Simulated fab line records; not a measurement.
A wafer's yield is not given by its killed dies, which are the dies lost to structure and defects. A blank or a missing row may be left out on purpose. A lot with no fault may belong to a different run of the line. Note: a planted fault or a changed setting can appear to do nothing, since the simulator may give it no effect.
Which tool did it? :: flow sky130 :: 6 lots, 18 wafers sampled, at 3 steps of a route of 708

WHAT THE GAUGES READ, wafer by wafer
SKY_SONOS_ONO_THK_MEAS_03.
lot: L219
measured: day 12 07:59
on: filmMetro-04
SONOS_ONO_CVD_02_THK (nm): 10.68 10.76 10.80

lot: L221
measured: day 13 17:58
on: filmMetro-03
SONOS_ONO_CVD_02_THK (nm): 10.67 10.48 10.55

lot: L225
measured: day 14 04:50
on: filmMetro-04
SONOS_ONO_CVD_02_THK (nm): 10.50 10.55 10.56

lot: L227
measured: day 14 19:40
on: filmMetro-03
SONOS_ONO_CVD_02_THK (nm): 10.83 10.69 10.76

lot: L231
measured: day 16 01:53
on: filmMetro-03
SONOS_ONO_CVD_02_THK (nm): 7.04 7.01 6.99 7.04 7.01 6.99

lot: L240
measured: day 19 07:59
on: filmMetro-01
SONOS_ONO_CVD_02_THK (nm): 10.30 10.21 10.33

WHAT TOOL EACH LOT RAN ON (gives the tool, then ch and the chambers of the sampled wafers, and finally the start)
lot: L219
SKY_VT_ADJUST_NCORE_STRIP_10: plasmaAsher-04 ch 0,1, day 9 08:02
SKY_SONOS_ONO_CVD_02: lpcvd-02 ch 1, day 12 06:56

lot: L221
SKY_VT_ADJUST_NCORE_STRIP_10: plasmaAsher-04 ch 0,1, day 10 13:34
SKY_SONOS_ONO_CVD_02: lpcvd-02 ch 1, day 13 16:54

lot: L225
SKY_VT_ADJUST_NCORE_STRIP_10: plasmaAsher-04 ch 0,1, day 11 00:53
SKY_SONOS_ONO_CVD_02: lpcvd-02 ch 0, day 14 03:46

lot: L227
SKY_VT_ADJUST_NCORE_STRIP_10: plasmaAsher-02 ch 0,1, day 11 12:49
SKY_SONOS_ONO_CVD_02: lpcvd-02 ch 1, day 14 18:37

lot: L231
SKY_VT_ADJUST_NCORE_STRIP_10: plasmaAsher-02 ch 0,1, day 12 15:46
SKY_SONOS_ONO_CVD_02: lpcvd-02 ch 1, day 16 00:49

lot: L240
SKY_VT_ADJUST_NCORE_STRIP_10: plasmaAsher-04 ch 1, day 15 12:59
SKY_SONOS_ONO_CVD_02: lpcvd-02 ch 0, day 19 06:56
- SKY_VT_ADJUST_NCORE_STRIP_10: strips in O2/N2.
- SKY_SONOS_ONO_CVD_02: deposits Si3N4 from DCS/NH3, target thk 10.5 nm, time 180 s.

THE ANSWER, worked out from the rows above alone
Rule: the usual values come from the lots themselves. The widest of any qualifying gaps counts: lots, ordered by their means at a reading, are off when they make up no more than a third of the lots, leave a main group of 4 or more, and stand apart from it by 3 or more times the standard deviation of that group's means. A main group is skipped when, at the precision printed for the reading in the tables above, its means are all equal. Also off: a lot with no number at a reading for which 4 or more lots have one. All remaining lots with rows at the step are treated as sound.
Off: L231, at SKY_SONOS_ONO_THK_MEAS_03 (SONOS_ONO_CVD_02_THK). The main group has a mean of 10.58 nm with a standard deviation of 0.17.
If a tool, at a process step before that reading, ran all the lots that are off and no sound lot after the first of them, it fits. The gauges at SKY_SONOS_ONO_THK_MEAS_03 are tried like those tools. 2 tools fit, plasmaAsher-02 at SKY_VT_ADJUST_NCORE_STRIP_10 and filmMetro-03 at SKY_SONOS_ONO_THK_MEAS_03, so this cannot tell which one it is.

WHAT THE SIMULATOR HAD PUT IN
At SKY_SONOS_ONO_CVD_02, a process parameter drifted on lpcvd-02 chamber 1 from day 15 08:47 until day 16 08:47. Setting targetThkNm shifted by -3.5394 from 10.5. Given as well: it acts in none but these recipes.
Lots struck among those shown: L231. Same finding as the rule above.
